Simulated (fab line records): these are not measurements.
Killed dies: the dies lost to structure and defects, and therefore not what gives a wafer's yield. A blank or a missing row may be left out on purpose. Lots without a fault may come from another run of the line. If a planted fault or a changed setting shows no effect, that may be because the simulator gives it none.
Which tool did it? / flow sky130 / 14 lots, 42 wafers sampled, at 2 steps of a route of 708

## WHAT THE GAUGES SHOWED, per wafer
No reading from a measuring or inspecting step in the record can be judged against a usual standard deviation.

## WHAT TOOL EACH LOT RAN ON (gives the tool, then ch and the chambers of the sampled wafers, and finally the start)
lot=L344; SKY_LOCAL_INTERCONNECT_METAL_ETCH_14=rieMetal-03 ch 0,1, day 30 10:51; SKY_LOCAL_INTERCONNECT_STRIP_15=plasmaAsher-03 ch 0,1, day 30 10:54
lot=L347; SKY_LOCAL_INTERCONNECT_METAL_ETCH_14=rieMetal-02 ch 0,1, day 31 10:53; SKY_LOCAL_INTERCONNECT_STRIP_15=plasmaAsher-04 ch 0,1, day 31 10:56
lot=L348; SKY_LOCAL_INTERCONNECT_METAL_ETCH_14=rieMetal-04 ch 0,1, day 32 03:47; SKY_LOCAL_INTERCONNECT_STRIP_15=plasmaAsher-02 ch 0, day 32 03:50
lot=L349; SKY_LOCAL_INTERCONNECT_METAL_ETCH_14=rieMetal-03 ch 0,1, day 32 10:32; SKY_LOCAL_INTERCONNECT_STRIP_15=plasmaAsher-03 ch 0,1, day 32 10:35
lot=L350; SKY_LOCAL_INTERCONNECT_METAL_ETCH_14=rieMetal-03 ch 1, day 32 12:08; SKY_LOCAL_INTERCONNECT_STRIP_15=plasmaAsher-03 ch 0,1, day 32 12:14
lot=L351; SKY_LOCAL_INTERCONNECT_METAL_ETCH_14=rieMetal-03 ch 1, day 32 16:43; SKY_LOCAL_INTERCONNECT_STRIP_15=plasmaAsher-04 ch 1, day 32 16:49
lot=L352; SKY_LOCAL_INTERCONNECT_METAL_ETCH_14=rieMetal-03 ch 1, day 32 23:10; SKY_LOCAL_INTERCONNECT_STRIP_15=plasmaAsher-04 ch 0,1, day 32 23:16
lot=L353; SKY_LOCAL_INTERCONNECT_METAL_ETCH_14=rieMetal-02 ch 0,1, day 33 09:31; SKY_LOCAL_INTERCONNECT_STRIP_15=plasmaAsher-03 ch 0,1, day 33 09:34
lot=L354; SKY_LOCAL_INTERCONNECT_METAL_ETCH_14=rieMetal-02 ch 0,1, day 33 11:16; SKY_LOCAL_INTERCONNECT_STRIP_15=plasmaAsher-04 ch 1, day 33 11:19
lot=L358; SKY_LOCAL_INTERCONNECT_METAL_ETCH_14=rieMetal-02 ch 0,1, day 34 23:20; SKY_LOCAL_INTERCONNECT_STRIP_15=plasmaAsher-02 ch 1, day 34 23:23
lot=L361; SKY_LOCAL_INTERCONNECT_METAL_ETCH_14=rieMetal-02 ch 0,1, day 35 17:10; SKY_LOCAL_INTERCONNECT_STRIP_15=plasmaAsher-04 ch 0,1, day 35 17:13
lot=L364; SKY_LOCAL_INTERCONNECT_METAL_ETCH_14=rieMetal-04 ch 1, day 36 18:46; SKY_LOCAL_INTERCONNECT_STRIP_15=plasmaAsher-02 ch 0, day 36 18:52
lot=L365; SKY_LOCAL_INTERCONNECT_METAL_ETCH_14=rieMetal-04 ch 1, day 37 04:45; SKY_LOCAL_INTERCONNECT_STRIP_15=plasmaAsher-03 ch 0,1, day 37 04:52
lot=L366; SKY_LOCAL_INTERCONNECT_METAL_ETCH_14=rieMetal-03 ch 0,1, day 37 06:54; SKY_LOCAL_INTERCONNECT_STRIP_15=plasmaAsher-04 ch 0,1, day 37 06:57
- SKY_LOCAL_INTERCONNECT_METAL_ETCH_14: etches TiN in Cl2/BCl3, stops on PSG, target depth 110 nm, time 31.4 s.
- SKY_LOCAL_INTERCONNECT_STRIP_15: strips in O2/N2.

## WHAT THE TOOLS THEMSELVES READ (means of the sampled wafers that have a number; where no wafer has one, the mark that the record gives instead)
SKY_LOCAL_INTERCONNECT_METAL_ETCH_14.
lot=L344; tool=rieMetal-03; bcl3FlowSccm (sccm)=30.04; biasW (W)=48.44; drypumpMotorCurrentA (A)=6.2; oesProductAu (a.u.)=0.939; throttleValvePct (%)=21.891
lot=L347; tool=rieMetal-02; bcl3FlowSccm (sccm)=30.12; biasW (W)=48.45; drypumpMotorCurrentA (A)=5.4; oesProductAu (a.u.)=0.943; throttleValvePct (%)=21.893
lot=L348; tool=rieMetal-04; bcl3FlowSccm (sccm)=29.96; biasW (W)=48.52; drypumpMotorCurrentA (A)=5.5; oesProductAu (a.u.)=0.949; throttleValvePct (%)=21.894
lot=L349; tool=rieMetal-03; bcl3FlowSccm (sccm)=30.01; biasW (W)=48.36; drypumpMotorCurrentA (A)=6.3; oesProductAu (a.u.)=0.945; throttleValvePct (%)=21.906
lot=L350; tool=rieMetal-03; bcl3FlowSccm (sccm)=30.04; biasW (W)=48.28; drypumpMotorCurrentA (A)=6.0; oesProductAu (a.u.)=0.933; throttleValvePct (%)=21.903
lot=L351; tool=rieMetal-03; bcl3FlowSccm (sccm)=29.98; biasW (W)=48.41; drypumpMotorCurrentA (A)=6.0; oesProductAu (a.u.)=0.940; throttleValvePct (%)=21.902
lot=L352; tool=rieMetal-03; bcl3FlowSccm (sccm)=30.02; biasW (W)=48.57; drypumpMotorCurrentA (A)=6.0; oesProductAu (a.u.)=0.948; throttleValvePct (%)=21.901
lot=L353; tool=rieMetal-02; bcl3FlowSccm (sccm)=30.00; biasW (W)=48.58; drypumpMotorCurrentA (A)=5.6; oesProductAu (a.u.)=0.939; throttleValvePct (%)=21.903
lot=L354; tool=rieMetal-02; bcl3FlowSccm (sccm)=29.96; biasW (W)=48.60; drypumpMotorCurrentA (A)=5.6; oesProductAu (a.u.)=0.951; throttleValvePct (%)=21.899
lot=L358; tool=rieMetal-02; bcl3FlowSccm (sccm)=29.97; biasW (W)=69.30; drypumpMotorCurrentA (A)=5.5; oesProductAu (a.u.)=0.945; throttleValvePct (%)=21.903
lot=L361; tool=rieMetal-02; bcl3FlowSccm (sccm)=29.90; biasW (W)=69.10; drypumpMotorCurrentA (A)=5.6; oesProductAu (a.u.)=0.940; throttleValvePct (%)=21.902
lot=L364; tool=rieMetal-04; bcl3FlowSccm (sccm)=29.98; biasW (W)=48.52; drypumpMotorCurrentA (A)=5.5; oesProductAu (a.u.)=0.941; throttleValvePct (%)=21.890
lot=L365; tool=rieMetal-04; bcl3FlowSccm (sccm)=30.02; biasW (W)=48.65; drypumpMotorCurrentA (A)=5.5; oesProductAu (a.u.)=0.952; throttleValvePct (%)=21.889
lot=L366; tool=rieMetal-03; bcl3FlowSccm (sccm)=29.99; biasW (W)=48.54; drypumpMotorCurrentA (A)=6.3; oesProductAu (a.u.)=0.951; throttleValvePct (%)=21.900

SKY_LOCAL_INTERCONNECT_STRIP_15.
lot=L344; tool=plasmaAsher-03; drypumpMotorCurrentA (A)=5.93; oesProductAu (a.u.)=0.429; stripTimeToEndpointS (s)=4.721
lot=L347; tool=plasmaAsher-04; drypumpMotorCurrentA (A)=5.94; oesProductAu (a.u.)=0.427; stripTimeToEndpointS (s)=4.731
lot=L348; tool=plasmaAsher-02; drypumpMotorCurrentA (A)=5.99; oesProductAu (a.u.)=0.426; stripTimeToEndpointS (s)=4.713
lot=L349; tool=plasmaAsher-03; drypumpMotorCurrentA (A)=5.96; oesProductAu (a.u.)=0.425; stripTimeToEndpointS (s)=4.725
lot=L350; tool=plasmaAsher-03; drypumpMotorCurrentA (A)=5.73; oesProductAu (a.u.)=0.425; stripTimeToEndpointS (s)=4.729
lot=L351; tool=plasmaAsher-04; drypumpMotorCurrentA (A)=5.65; oesProductAu (a.u.)=0.425; stripTimeToEndpointS (s)=4.755
lot=L352; tool=plasmaAsher-04; drypumpMotorCurrentA (A)=5.92; oesProductAu (a.u.)=0.428; stripTimeToEndpointS (s)=4.768
lot=L353; tool=plasmaAsher-03; drypumpMotorCurrentA (A)=5.94; oesProductAu (a.u.)=0.425; stripTimeToEndpointS (s)=4.713
lot=L354; tool=plasmaAsher-04; drypumpMotorCurrentA (A)=5.65; oesProductAu (a.u.)=0.429; stripTimeToEndpointS (s)=4.710
lot=L358; tool=plasmaAsher-02; drypumpMotorCurrentA (A)=6.24; oesProductAu (a.u.)=0.423; stripTimeToEndpointS (s)=4.646
lot=L361; tool=plasmaAsher-04; drypumpMotorCurrentA (A)=5.93; oesProductAu (a.u.)=0.424; stripTimeToEndpointS (s)=4.659
lot=L364; tool=plasmaAsher-02; drypumpMotorCurrentA (A)=6.00; oesProductAu (a.u.)=0.427; stripTimeToEndpointS (s)=4.700
lot=L365; tool=plasmaAsher-03; drypumpMotorCurrentA (A)=5.95; oesProductAu (a.u.)=0.425; stripTimeToEndpointS (s)=4.706
lot=L366; tool=plasmaAsher-04; drypumpMotorCurrentA (A)=5.96; oesProductAu (a.u.)=0.428; stripTimeToEndpointS (s)=4.731

## THE ANSWER, worked out from the rows above alone
Rule: the lots themselves supply what counts as usual. Put in order of their means at a reading, lots are off if they are a third of the lots or fewer, leave a main group of 4 or more, and stand apart from it by a gap of 3 or more times the standard deviation of the main group's means; of several such gaps the widest counts. If all means in a main group match to the digits the tables above print for the reading, that group is not used. Also off: a lot with no number at a reading for which 4 or more lots have one. All remaining lots with rows at the step are treated as sound. After the gauges, taken in route order, come the tools' own readings; for these a lot's mean is taken, as printed above. The first step at which some lot is off is used, and at that step the reading that is off furthest; a lot without a number counts as furthest.
Off: L358, L361 (SKY_LOCAL_INTERCONNECT_METAL_ETCH_14, biasW). Mean 48.49 W and standard deviation 0.1 in the main group.
A tool fits if, at that step or a process step before it, it ran every lot that is off, and no sound lot after the first of them. One fits: rieMetal-02 at SKY_LOCAL_INTERCONNECT_METAL_ETCH_14. Its last sound lot is L354 (day 33 11:16), its first lot that is off L358 (day 34 23:20): a fault that began between those two fits.
The tool's own readings at SKY_LOCAL_INTERCONNECT_METAL_ETCH_14 bear it out: on the lots that are off they differ by more than 5 times the standard deviation of the sound lots' means. biasW reads 69.20 W there against 48.49 W on the sound lots.

## WHAT WAS PUT IN BY THE SIMULATOR
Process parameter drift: rieMetal-02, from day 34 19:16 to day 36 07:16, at SKY_LOCAL_INTERCONNECT_METAL_ETCH_14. The setting biasW was moved by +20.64, starting from 48.5. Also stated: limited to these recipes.
Lots struck among those shown: L358, L361. This agrees with what the rule above found.
